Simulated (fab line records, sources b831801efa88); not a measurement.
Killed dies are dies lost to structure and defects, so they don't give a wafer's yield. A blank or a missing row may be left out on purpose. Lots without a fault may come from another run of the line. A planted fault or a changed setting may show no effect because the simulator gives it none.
A struck lot beside a sound one | flow sky130 | 43 steps out of a route of 708
Sound: wafers L256.1, L256.3, L256.6. Struck: wafers L263.1, L263.3, L263.6. The cause comes at the end.
At each step with rows: each side's tool, then ch and its chambers, then its first start. Under that, the readings that differ: sound wafers | struck wafers | difference of the means | sigmas: that difference in standard deviations of wafers without a fault.
alike: readings whose means differ by less than 2 such deviations, and words and numbers that are the same on both sides. not compared: withheld readings, readings that some wafer has no value for, bounds like >300 that may hide the same value, and numbers for which the record gives no deviation and whose values overlap.
The two part at a step that has a row with sigmas, a row that says differs or no value, or rows on one side only. Numbers that don't overlap but have no deviation are shown without sigmas and don't part them. A reading that every wafer of one side lacks parts them only if that side has two wafers or more.

first, 1 step without rows for these wafers: SKY_LDD_N_IMPLANT_15.
SKY_LDD_N_STRIP_16: strips in O2/N2.
  sound on plasma_asher-01 ch 0,1, day 17 10:08; struck on plasma_asher-04 ch 0, day 20 14:08
  reading                     | sound       | struck      | difference | sigmas
  drypump_motor_current_A (A) | 4.8 5.7 4.8 | 6.8 6.8 6.8 | +1.7       | +3
  alike: oes_product_au, strip_time_to_endpoint_s
  not compared: rf_hours_counter_h
SKY_LDD_N_TW_MEAS_17:
  sound on film_metro-03, day 17 10:17; struck on film_metro-02, day 20 14:14
  alike: LDD_N_TW
then, 7 steps without rows for these wafers: SKY_LDD_P_DEHYDRATE_00 (time 60 s); SKY_LDD_P_HMDS_01 (prime time 60 s); SKY_LDD_P_COAT_02 (resist thk 1140 nm); SKY_LDD_P_SOFTBAKE_03 (time 60 s); SKY_LDD_P_EXPOSE_04 (exposes mask PSDM, target cd 380 nm); SKY_LDD_P_PEB_05; SKY_LDD_P_DEVELOP_06 (develop time 60 s).
SKY_LDD_P_CD_MEAS_07: target cd 380 nm.
  sound on cd_sem-02, day 18 16:09; struck on cd_sem-01, day 21 21:54
  alike: cd_nm
SKY_LDD_P_OVL_MEAS_08:
  sound on overlay-01, day 18 16:16; struck on overlay-02, day 21 22:01
  alike: LDD_P_OVL
SKY_LDD_P_IMPLANT_09:
  sound on implanter-04 ch 0, day 18 16:19; struck on implanter-04 ch 0, day 21 22:04
SKY_LDD_P_STRIP_10: strips in O2/N2.
  sound on plasma_asher-01 ch 1, day 18 16:28; struck on plasma_asher-02 ch 0,1, day 21 22:13
  reading                     | sound       | struck      | difference | sigmas
  drypump_motor_current_A (A) | 4.8 4.8 4.8 | 6.0 6.0 6.3 | +1.3       | +2
  alike: oes_product_au, strip_time_to_endpoint_s
  not compared: rf_hours_counter_h
SKY_LDD_P_TW_MEAS_11:
  sound on film_metro-01, day 18 16:34; struck on film_metro-01, day 21 22:19
  alike: LDD_P_TW
then, 7 steps without rows for these wafers: SKY_LDD_HVN_DEHYDRATE_00 (time 60 s); SKY_LDD_HVN_HMDS_01 (prime time 60 s); SKY_LDD_HVN_COAT_02 (resist thk 300 nm); SKY_LDD_HVN_SOFTBAKE_03 (time 60 s); SKY_LDD_HVN_EXPOSE_04 (exposes mask HVNTM, target cd 700 nm); SKY_LDD_HVN_PEB_05; SKY_LDD_HVN_DEVELOP_06 (develop time 60 s).
SKY_LDD_HVN_OVL_MEAS_07:
  sound on overlay-02, day 19 23:06; struck on overlay-02, day 23 04:12
  alike: LDD_HVN_OVL
then, 1 step without rows for these wafers: SKY_LDD_HVN_IMPLANT_08.
SKY_LDD_HVN_STRIP_09: strips in O2/N2.
  sound on plasma_asher-03 ch 0,1, day 19 23:17; struck on plasma_asher-04 ch 0,1, day 23 04:23
  alike: drypump_motor_current_A, oes_product_au, strip_time_to_endpoint_s
  not compared: rf_hours_counter_h
SKY_LDD_HVN_TW_MEAS_10:
  sound on film_metro-01, day 19 23:23; struck on film_metro-01, day 23 04:29
  alike: LDD_HVN_TW
then, 7 steps without rows for these wafers: SKY_LDD_HVP_DEHYDRATE_00 (time 60 s); SKY_LDD_HVP_HMDS_01 (prime time 60 s); SKY_LDD_HVP_COAT_02 (resist thk 300 nm); SKY_LDD_HVP_SOFTBAKE_03 (time 60 s); SKY_LDD_HVP_EXPOSE_04 (exposes mask HVPTM, target cd 700 nm); SKY_LDD_HVP_PEB_05; SKY_LDD_HVP_DEVELOP_06 (develop time 60 s).
SKY_LDD_HVP_OVL_MEAS_07:
  sound on overlay-02, day 21 06:18; struck on overlay-01, day 24 09:58
  alike: LDD_HVP_OVL
then, 1 step without rows for these wafers: SKY_LDD_HVP_IMPLANT_08.
SKY_LDD_HVP_STRIP_09: strips in O2/N2.
  sound on plasma_asher-04 ch 0,1, day 21 06:29; struck on plasma_asher-02 ch 0,1, day 24 10:08
  alike: drypump_motor_current_A, oes_product_au, strip_time_to_endpoint_s
  not compared: rf_hours_counter_h
SKY_LDD_HVP_TW_MEAS_10:
  sound on film_metro-02, day 21 06:35; struck on film_metro-01, day 24 10:14
  alike: LDD_HVP_TW
then, 5 steps without rows for these wafers: SKY_LDD_LDN_DEHYDRATE_00 (time 60 s); SKY_LDD_LDN_HMDS_01 (prime time 60 s); SKY_LDD_LDN_COAT_02 (resist thk 1140 nm); SKY_LDD_LDN_SOFTBAKE_03 (time 60 s); SKY_LDD_LDN_EXPOSE_04 (exposes mask LDNTM, target cd 700 nm).
-- the record jumps here: 23 days lie between the struck wafers' starts before and after (it left off in module LDD_LDN and takes up again in module PAD_OPEN, whose first step shown is number 708 of the route) --
SKY_PAD_OPEN_PROBE_99:
  sound on prober-01, day 45 22:15; struck on prober-01, day 47 16:11
  reading                           | sound                     | struck                | difference | sigmas
  model.etest.tip_p.rs_ohm_sq_range | 172.8 115.6 127.4         | 2457 2357 2330        | +2243      |
  model.etest.pfet_01v8.vt_v_range  | 0.009121 0.01273 0.009097 | 0.032 0.03295 0.03156 | +0.022     |
  alike: killed_at_M0_to_M3, killed_at_M4_up, killed_at_contacts, killed_at_front_end, killed_at_other, killed_dies, killed_open, killed_short

WHERE THEY PART
First at SKY_LDD_N_STRIP_16; last, within this record, at SKY_LDD_P_STRIP_10. Later steps at which nothing parts them and some readings are alike: SKY_LDD_P_TW_MEAS_11, SKY_LDD_HVN_OVL_MEAS_07, SKY_LDD_HVN_STRIP_09, SKY_LDD_HVN_TW_MEAS_10, SKY_LDD_HVP_OVL_MEAS_07, SKY_LDD_HVP_STRIP_09, SKY_LDD_HVP_TW_MEAS_10, SKY_PAD_OPEN_PROBE_99.

WHY: what the simulator had put in
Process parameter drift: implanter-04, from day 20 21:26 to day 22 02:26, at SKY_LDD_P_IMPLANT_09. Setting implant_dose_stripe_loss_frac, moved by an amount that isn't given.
